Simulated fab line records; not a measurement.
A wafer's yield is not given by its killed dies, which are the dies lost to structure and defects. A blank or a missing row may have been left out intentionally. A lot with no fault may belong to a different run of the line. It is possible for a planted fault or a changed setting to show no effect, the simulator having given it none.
Which tool is to blame? -- flow gf180mcu -- 15 lots with 45 wafers sampled at 2 steps, on a route of 602 steps

== WHAT THE GAUGES READ, wafer by wafer ==
GF_SAB_THK_MEAS_01.
lot,measured,on,SAB_CVD_00_THK (nm)
L842,day 14 11:04,filmMetro-03,49.7 50.5 50.3
L843,day 14 18:16,filmMetro-03,50.1 50.5 50.4
L846,day 15 16:19,filmMetro-02,49.6 50.2 50.4
L847,day 16 04:07,filmMetro-02,49.4 50.4 50.2
L848,day 16 09:30,filmMetro-03,49.6 49.6 49.9
L849,day 16 20:00,filmMetro-02,49.6 48.8 48.3
L851,day 17 06:58,filmMetro-02,48.4 48.4 49.5
L852,day 17 15:20,filmMetro-04,49.1 49.3 49.8
L853,day 18 00:04,filmMetro-03,49.6 49.5 49.8
L860,day 20 12:43,filmMetro-02,49.4 49.7 50.0
L861,day 20 20:29,filmMetro-04,49.7 50.3 50.2
L862,day 21 05:40,filmMetro-02,49.2 48.6 50.2
L863,day 21 17:41,filmMetro-03,49.3 48.4 49.6
L864,day 21 19:37,filmMetro-02,49.7 50.5 50.2
L865,day 22 00:32,filmMetro-04,50.3 50.0 50.5

GF_SAB_CD_MEAS_09: the cd target is 420 nm.
lot,measured,on,cdNm (nm)
L842,day 15 07:59,cdSem-02,418.1 420.7 420.7
L843,day 15 15:52,cdSem-01,419.3 419.8 422.0
L846,day 16 13:43,cdSem-02,421.7 420.3 419.6
L847,day 17 02:36,cdSem-02,416.6 416.8 415.7
L848,day 17 07:32,cdSem-01,421.1 419.1 419.6
L849,day 17 19:05,cdSem-02,420.5 418.3 418.6
L851,day 18 06:05,cdSem-01,421.0 422.5 420.4
L852,day 18 15:10,cdSem-01,418.6 419.7 418.2
L853,day 18 23:59,cdSem-02,419.4 418.1 420.6
L860,day 21 12:54,cdSem-01,419.1 417.7 418.2
L861,day 21 20:37,cdSem-02,423.1 424.7 421.1
L862,day 22 05:29,cdSem-02,418.9 419.6 420.0
L863,day 22 17:07,cdSem-02,422.5 419.8 422.8
L864,day 22 18:35,cdSem-02,417.9 416.9 417.5
L865,day 22 23:30,cdSem-02,419.8 418.5 419.1

== EACH LOT AND THE TOOL THAT RAN IT (in order: tool; ch and the chambers of the sampled wafers; start) ==
No process step before these readings appears in the record.

== WHAT THE TOOLS THEMSELVES READ (means of the sampled wafers that have a number; where no wafer has one, the mark that the record gives instead) ==
The record holds no such reading with a usual standard deviation.

== THE ANSWER, worked out from the rows above alone ==
Rule: what is usual is taken from the lots themselves. The widest of any qualifying gaps counts: lots, ordered by their means at a reading, are off when they make up no more than a third of the lots, leave a main group of 4 or more, and stand apart from it by 3 or more times the standard deviation of that group's means. A main group whose means are all the same, to the digits that the tables above print for the reading, isn't used. A lot without any number at a reading at which 4 lots or more have one is off too. The other lots that the step has rows for count as sound. Order of review: gauges by route order, followed by the tools' own readings, for which a lot's mean as printed above is used. The first step at which some lot is off is used, and at that step the reading that is off furthest; a lot without a number counts as furthest.
Across all readings shown, no lot is off: no conclusion can be drawn from this.

== WHAT THE SIMULATOR PUT IN ==
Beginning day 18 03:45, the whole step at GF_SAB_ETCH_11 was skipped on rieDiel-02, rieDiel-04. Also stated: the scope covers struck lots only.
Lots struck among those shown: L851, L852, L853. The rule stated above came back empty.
